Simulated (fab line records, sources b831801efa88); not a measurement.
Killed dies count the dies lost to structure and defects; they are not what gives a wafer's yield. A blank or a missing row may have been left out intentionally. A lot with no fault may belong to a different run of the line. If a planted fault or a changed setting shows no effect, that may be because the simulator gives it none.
A struck lot beside a sound one -- flow sky130 -- 35 out of 708 route steps
Sound: the wafers L165.4, L165.5, L165.6. Struck: wafer L168.2. (L168.3, L168.4 of the same lot were not struck and are left out.) The cause comes at the end.
Each step with rows lists, per side, the tool, then ch with its chambers, then its first start. Under that, the readings that differ: sound wafers -- struck wafers -- difference of the means -- sigmas: that difference in standard deviations of wafers without a fault.
alike: readings with means less than 2 such deviations apart, plus words and numbers identical on both sides. not compared: withheld readings, readings lacking a value on some wafer, bounds such as >300 that could conceal the same value, and numbers that have no deviation in the record and whose values overlap.
The two part at a step that has a row with sigmas, a row that says differs or no value, or rows on one side only. When numbers do not overlap yet have no deviation, they are printed without sigmas and do not part them. A reading missing from all wafers of one side parts the sides only when that side holds two or more wafers.

first, 10 steps without rows for these wafers: SKY_POLY_CUT_ETCH_10 (etches BARC in N2/H2, stops on SiO2, time 45.9 s, target depth 60 nm); SKY_POLY_CUT_ETCH_11 (etches Si3N4 in CF4/CH2F2/Ar, stops on poly-Si, time 42.5 s, target depth 60 nm); SKY_POLY_CUT_STRIP_12 (strips in O2/N2); SKY_SD_P_DEHYDRATE_00 (time 60 s); SKY_SD_P_HMDS_01 (prime time 60 s); SKY_SD_P_COAT_02 (resist thk 1140 nm); SKY_SD_P_SOFTBAKE_03 (time 60 s); SKY_SD_P_EXPOSE_04 (exposes mask PSDM, target cd 380 nm); SKY_SD_P_PEB_05; SKY_SD_P_DEVELOP_06 (develop time 60 s).
SKY_SD_P_IMPLANT_09:
  sound on implanter-03 ch 0, day 28 16:41; struck on implanter-03 ch 0, day 29 20:00
SKY_SD_P_STRIP_10: strips in O2/N2.
  sound on plasma asher-04 ch 0,1, day 28 16:48; struck on plasma asher-03 ch 1, day 29 20:08
reading,sound,struck,difference,sigmas
rf hours counter h (h),- - -,89,no value on the sound wafers,
strip time to endpoint s (s),17.46 17.43 17.48,17.28,-0.18,-5
  alike: chamber pressure mTorr, drypump motor current A, oes product au
then, 21 steps without rows for these wafers: SKY_RES_XHIGH_DEHYDRATE_00 (time 60 s); SKY_RES_XHIGH_HMDS_01 (prime time 60 s); SKY_RES_XHIGH_COAT_02 (resist thk 1140 nm); SKY_RES_XHIGH_SOFTBAKE_03 (time 60 s); SKY_RES_XHIGH_EXPOSE_04 (exposes mask URPM, target cd 1270 nm); SKY_RES_XHIGH_PEB_05; SKY_RES_XHIGH_DEVELOP_06 (develop time 60 s); SKY_RES_XHIGH_IMPLANT_07; SKY_RES_XHIGH_STRIP_08 (strips in O2/N2); SKY_SD_N_DEHYDRATE_00 (time 60 s); SKY_SD_N_HMDS_01 (prime time 60 s); SKY_SD_N_COAT_02 (resist thk 1140 nm); SKY_SD_N_SOFTBAKE_03 (time 60 s); SKY_SD_N_EXPOSE_04 (exposes mask NSDM, target cd 380 nm); SKY_SD_N_PEB_05; SKY_SD_N_DEVELOP_06 (develop time 60 s); SKY_SD_N_IMPLANT_09; SKY_SD_N_IMPLANT_10; SKY_SD_N_STRIP_11 (strips in O2/N2); SKY_SD_N_CLEAN_13 (cleans in SC1/SC2, time 150 s); SKY_SD_N_RTA_14 (time 2 s).
-- the record jumps here: 2 days lie between the struck wafers' starts before and after --
SKY_SD_N_RS_MEAS_17: uses a four-point probe to measure.
  sound on film metro-02, day 31 01:32; struck on film metro-02, day 32 03:56
reading,sound,struck,difference,sigmas
SD_P_RS (ohm/sq),147.6 147.2 147.3,148.8,+1.4,+4
-- a jump in the record: the struck wafers' starts before and after are 17 days apart (it breaks off in module SD_N and resumes in module PAD_OPEN, where the first step shown is number 708 of the route) --
SKY_PAD_OPEN_PROBE_99:
  sound on prober-02, day 48 01:47; struck on prober-01, day 48 20:03
reading,sound,struck,difference,sigmas
killed short,36 33 27,47,+15,+2
model.etest.res high po.line ohm um,761 761.5 747.1,817.9,+61.4,
model.etest.licon high po.rc ohm,359.6 370.3 349.9,432.1,+72.2,
model.etest.res pdiff.line ohm um,1365 1365 1346,1435,+76,
model.etest.licon pdiff.rc ohm,591.9 592.1 601.8,631.1,+35.8,
model.etest.res high po.rs ohm sq,262.1 265 259.4,287.2,+25.0,
model.etest.res high po.rs ohm sq range,7.609 8.295 7.187,31.32,+23.62,
model.etest.res high po.rs ohm sq rim less centre,-4.126 -5.017 -3.584,-17.85,-13.61,
model.etest.res pdiff hv.rs ohm sq,190.7 189.5 188.2,201.5,+12.0,
  alike: killed_at_M0_to_M3, killed_at_M4_up, killed at contacts, killed at front end, killed at other, killed dies, killed open

WHERE THEY PART
Earliest at SKY_SD_P_STRIP_10; latest, in this record, at SKY_PAD_OPEN_PROBE_99.

WHY: what had been put in by the simulator
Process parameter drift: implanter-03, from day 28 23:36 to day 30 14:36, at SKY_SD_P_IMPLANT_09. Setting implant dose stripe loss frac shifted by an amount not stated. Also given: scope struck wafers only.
